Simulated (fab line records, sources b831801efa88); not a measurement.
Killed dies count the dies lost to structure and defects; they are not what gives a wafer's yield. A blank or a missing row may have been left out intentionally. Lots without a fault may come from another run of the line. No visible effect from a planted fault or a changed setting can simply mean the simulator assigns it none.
The tool behind it: which one?	flow sky130	6 lots, 18 wafers sampled, at 3 steps of a route of 708

## WHAT EACH GAUGE READ, for each wafer
SKY_SONOS_ONO_THK_MEAS_01.
lot	measured	on	SONOS_ONO_OXIDATION_THK (nm)
L290	day 9 19:54	film metro-03	2.65 2.71 2.60
L294	day 10 20:54	film metro-01	2.50 2.50 2.47
L296	day 11 09:19	film metro-03	2.59 2.53 2.58
L305	day 13 17:24	film metro-04	2.99 2.92 2.94
L309	day 22 18:32	film metro-04	2.61 2.58 2.62
L311	day 22 19:53	film metro-03	2.52 2.58 2.54

## WHAT TOOL EACH LOT RAN ON (gives the tool, then ch and the chambers of the sampled wafers, and finally the start)
lot	SKY_VT_ADJUST_NCORE_STRIP_10	SKY_SONOS_ONO_OXIDATION_00
L290	plasma asher-03 ch 0,1, day 7 21:32	furnace-01 ch 0, day 9 18:34
L294	plasma asher-03 ch 0,1, day 8 13:49	furnace-01 ch 0, day 10 19:34
L296	plasma asher-02 ch 0,1, day 8 19:58	furnace-01 ch 0, day 11 07:58
L305	plasma asher-02 ch 0,1, day 10 18:49	furnace-01 ch 0, day 13 16:04
L309	plasma asher-01 ch 0,1, day 18 20:56	furnace-02 ch 0, day 22 17:11
L311	plasma asher-02 ch 0,1, day 18 23:38	furnace-02 ch 0, day 22 18:32
- SKY_VT_ADJUST_NCORE_STRIP_10: strips in O2/N2.
- SKY_SONOS_ONO_OXIDATION_00: stabilise 600 s, purge 300 s, target thk 2.6 nm.

## THE ANSWER, worked out from the rows above alone
Rule: the usual values come from the lots themselves. The widest of any qualifying gaps counts: lots, ordered by their means at a reading, are off when they make up no more than a third of the lots, leave a main group of 4 or more, and stand apart from it by 3 or more times the standard deviation of that group's means. If all means in a main group match to the digits the tables above print for the reading, that group is not used. A lot without any number at a reading at which 4 lots or more have one is off too. Where the step has rows for the other lots, those lots are counted as sound.
Off: at SKY_SONOS_ONO_THK_MEAS_01 (SONOS_ONO_OXIDATION_THK), L305. Main group: mean 2.57 nm, sd 0.055.
A tool fits if, at a process step before that reading, it ran every lot that is off, and no sound lot after the first of them. Those tools and the gauges at SKY_SONOS_ONO_THK_MEAS_01 are tried in the same way. One candidate fits, namely furnace-01 at SKY_SONOS_ONO_OXIDATION_00. Its last sound lot is L296 (day 11 07:58), its first lot that is off L305 (day 13 16:04): a fault that began between those two fits.

## WHAT THE SIMULATOR HAD PUT IN
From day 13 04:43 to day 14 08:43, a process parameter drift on furnace-01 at SKY_SONOS_ONO_OXIDATION_00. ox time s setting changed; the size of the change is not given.
Lots struck among those shown: L305. This agrees with what the rule above found.
